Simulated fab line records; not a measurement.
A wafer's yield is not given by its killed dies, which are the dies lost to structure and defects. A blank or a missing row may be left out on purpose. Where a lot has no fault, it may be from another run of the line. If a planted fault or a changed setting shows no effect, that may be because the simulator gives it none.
Chamber matching / flow sky130 / SKY_FIELD_ISO_ETCH_15 on rie diel-04: 4 sister chambers
The step etches the open film in CHF3/O2, stops on Si, target depth 180 nm, time 72 s. 4 wafers are shown with their chamber, then 9 later ones without.

WAFERS, EACH WITH ITS CHAMBER
wafer=L083.4; chamber=1; throttle valve pct (%)=8.832
wafer=L085.1; chamber=2; throttle valve pct (%)=8.847
wafer=L085.5; chamber=0; throttle valve pct (%)=8.843
wafer=L085.6; chamber=3; throttle valve pct (%)=8.855

WAFERS WHOSE CHAMBER IS MISSING
wafer=L088.1; throttle valve pct (%)=8.840
wafer=L088.3; throttle valve pct (%)=8.859
wafer=L088.4; throttle valve pct (%)=8.830
wafer=L094.1; throttle valve pct (%)=8.848
wafer=L094.2; throttle valve pct (%)=8.839
wafer=L094.6; throttle valve pct (%)=8.848
wafer=L095.1; throttle valve pct (%)=8.844
wafer=L095.3; throttle valve pct (%)=8.851
wafer=L095.6; throttle valve pct (%)=8.848

THE CHAMBER EACH PASSED THROUGH
wafer=L088.1; from the rows above=can't be placed: 0 or 2 or 1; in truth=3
wafer=L088.3; from the rows above=3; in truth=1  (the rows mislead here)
wafer=L088.4; from the rows above=1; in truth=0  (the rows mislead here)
wafer=L094.1; from the rows above=can't be placed: 2 or 0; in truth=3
wafer=L094.2; from the rows above=can't be placed: 0 or 1 or 2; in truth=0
wafer=L094.6; from the rows above=can't be placed: 2 or 0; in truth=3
wafer=L095.1; from the rows above=can't be placed: 0 or 2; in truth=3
wafer=L095.3; from the rows above=can't be placed: 3 or 2 or 0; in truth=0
wafer=L095.6; from the rows above=can't be placed: 2 or 0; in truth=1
Correctly placed: 0 of 9. Unplaceable from these rows: 7, with the true chamber sitting among the candidates in 2. Placed wrongly: 2.
How it was worked out, from the rows above alone: a wafer's distance from a chamber is the root of the sum, over the readings, of the square of ((its reading less the chamber's mean) divided by the reading's scatter). The wafer belongs to the nearest chamber; if the next one is less than 2 further off, it can't be placed. The mean given for a chamber averages the wafers shown for that chamber. The scatter: root of mean squared gap, hidden wafer to nearest shown wafer, with one shown wafer a chamber.
